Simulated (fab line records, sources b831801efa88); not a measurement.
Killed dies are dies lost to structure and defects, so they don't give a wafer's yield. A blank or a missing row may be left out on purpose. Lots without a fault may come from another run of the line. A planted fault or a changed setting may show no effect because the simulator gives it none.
Problem report in the 8D (eight disciplines) form, filled by code | flow gf180mcu | the parts of the form that need people (team, actions taken, sign-off) are left out

1. THE PROBLEM
V5_W_RS at GF_V5_RS_MEAS_24 reads a mean of 0.228 ohm/sq on 3 wafers of 2 lots; wafers without a fault read 0.325 ohm/sq with a standard deviation of 0.0043. That is -23 standard deviations from the usual mean.
The step: measures by four-point-probe.
First seen on wafer L189.4, day 29 12:06, on film_metro-03. The record holds 33 wafers of 11 lots with a number at this step. Rule for "out", or "out of limits": more than 4 standard deviations from the usual mean. The other wafers with a number count as sound.

2. WHAT IT IS AND WHAT IT IS NOT
question                    | is                     | is not
which readings at this step | V5_W_RS                | -
which lots                  | L189, L190             | L182, L183, L184, L185, L196, L199, L200, L203, L204
which wafers of those lots  | L189.4, L189.5, L190.4 | L189.6, L190.1, L190.6
read on which gauges        | film_metro-03          | film_metro-01, film_metro-02
when                        | from day 29 12:06      | up to then (13 sound wafers); but 17 sound wafers of L190, L196, L199, L200, L203, L204 came after

3. SUSPECTS, AND WHAT RULES EACH OUT
Counting: a tool at a process step up to the reading stays a suspect if it ran every lot that is out. Sound lots after the first of them don't rule it out here, since some wafers of a struck lot are sound.
- the gauge at GF_V5_RS_MEAS_24: ruled out. All the wafers that are out were read on film_metro-03, but those of them that GF_V5_CMP_26 has rows for are out there too, on other tools.
- cvd_w-02 at GF_V5_CVD_23 (deposits W, target thk 350 nm, time 104.9 s): kept. It ran every lot that is out, first L189 (day 29 11:58); its last sound lot up to then is L184 (day 28 02:37).
Left after counting: cvd_w-02 at GF_V5_CVD_23.

4. THE CAUSE (what the simulator had put in)
Process parameter drift: cvd_w-02, from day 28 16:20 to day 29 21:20, at GF_V5_CVD_23. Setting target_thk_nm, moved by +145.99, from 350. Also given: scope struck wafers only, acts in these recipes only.
Counting left only this tool.

5. THE CHAIN OF EFFECTS, in route order
Each row: a reading whose mean over the struck wafers that have a number lies more than 3 standard deviations from the usual. Only readings for which the record gives a usual standard deviation are gone through. hours: the time from each lot's start at the first step in this table that gives one to its start at this step, as a median over the lots. sigmas: the change in usual standard deviations.
hours | step              | reading            | usual        | on struck wafers | change | sigmas
0     | GF_V5_RS_MEAS_24  | V5_W_RS            | 0.325 ohm/sq | 0.228            | -0.097 | -23
0     | GF_V5_THK_MEAS_25 | V5_W_THK           | 346 nm       | 485              | +139   | +28
0     | GF_V5_CMP_26      | time_to_endpoint_s | 86 s         | 120              | +34    | +9.1
The process steps in it:
- GF_V5_CMP_26: polishes, stops on SiO2, t overpolish 15 s, target thk 0 nm.

6. WHAT WOULD HAVE CAUGHT IT SOONER
In this record the first reading out of limits at a measuring or inspecting step was taken at day 29 12:06, 20 hours after the fault began at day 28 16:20.
Of the tool readings at GF_V5_CVD_23 for which the record gives a usual standard deviation, none was out on any struck wafer, so an alarm limit of 4 standard deviations on them would not have fired.
Of the lots that are out (2), L190 began GF_V5_CVD_23 on cvd_w-02 after day 29 12:06. A hold on the tool at that time would have spared it.
